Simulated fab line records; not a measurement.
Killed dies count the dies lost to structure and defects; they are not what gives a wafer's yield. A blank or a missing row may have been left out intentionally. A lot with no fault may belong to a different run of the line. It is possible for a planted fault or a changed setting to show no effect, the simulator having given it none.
Problem report, 8D (eight disciplines) form, completed by code -- flow gf180mcu -- the parts of the form that need people (team, actions taken, sign-off) are left out

1. WHAT WENT WRONG
Mean V3_CVD_00_THK at GF_V3_THK_MEAS_01: 910 nm over 2 wafers in 2 lots; fault-free wafers: 601 nm, standard deviation 6.5. That is +47 standard deviations from the usual mean.
Seen first at day 26 10:03 on film-metro-01, wafer L349.4. The record has a number at this step for 39 wafers belonging to 13 lots. Rule for "out", or "out of limits": more than 4 standard deviations from the usual mean. All remaining wafers that have a number are taken as sound.

2. WHAT IT IS, WHAT IT ISN'T
question,is,is not
which readings at this step,V3_CVD_00_THK,-
which lots,"L349, L350","L334, L336, L337, L338, L339, L340, L341, L344, L351, L354, L356"
which wafers of those lots,"L349.4, L350.2","L349.3, L349.5, L350.1, L350.3"
read on which gauges,"film-metro-01, film-metro-03",film-metro-04
when,from day 26 10:03,"up to then (26 sound wafers); but 11 sound wafers of L350, L351, L354, L356 came after"

3. WHAT RULES OUT EACH SUSPECT
Counting: a tool at a process step up to the reading stays a suspect if it ran every lot that is out. Sound lots after the first of them don't rule it out here, since some wafers of a struck lot are sound.
- the gauge at GF_V3_THK_MEAS_01 is ruled out. 2 gauges (film-metro-01, film-metro-03) read the wafers that are out.
- hdpcvd-02 at GF_V3_CVD_00 (deposits SiO2, target thk 600 nm, time 100 s): kept. It ran every lot that is out, first L349 (day 26 09:58); its last sound lot up to then is L344 (day 24 21:59). Its own sih4-flow-sccm readings are out on those wafers.
- hdpcvd-02, GF_V3_CVD_00: wafers that are out in chamber 0, sound lot-mates in chambers 1, 2.
Remaining after the count: hdpcvd-02 at GF_V3_CVD_00.

4. THE CAUSE (what the simulator had put in)
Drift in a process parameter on hdpcvd-02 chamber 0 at GF_V3_CVD_00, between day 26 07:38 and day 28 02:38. A move of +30 in setting sih4-flow-sccm, from 60. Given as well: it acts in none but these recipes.
Counting left only this tool.

5. SEQUENCE OF EFFECTS, ordered by route
Each row: a reading whose mean over the struck wafers that have a number lies more than 3 standard deviations from the usual. Readings are gone through only where the record gives a usual standard deviation; hours: the median, over the lots, of the time from a lot's start at the first step in this table giving one to that lot's start at this step; sigmas: the change measured in usual standard deviations.
hours,step,reading,usual,on struck wafers,change,sigmas
0,GF_V3_CVD_00,sih4-flow-sccm,60.00 sccm,90.12,+30.12,+99 or more
0,GF_V3_THK_MEAS_01,V3_CVD_00_THK,601 nm,910,+308,+47
Its process steps:
- GF_V3_CVD_00: deposits SiO2, target thk 600 nm, time 100 s.

6. HOW IT WOULD HAVE BEEN CAUGHT EARLIER
2 hours passed between the start of the fault at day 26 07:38 and the first reading out of limits at a measuring or inspecting step in this record, taken at day 26 10:03.
Tool's own readings at GF_V3_CVD_00, sih4-flow-sccm: out on all struck wafers the step has rows for; an alarm limit on them would have tripped on the first.
L350, from the lots that are out (2), started GF_V3_CVD_00 on hdpcvd-02 later than day 26 10:03. Had the tool been put on hold then, it would have been spared.
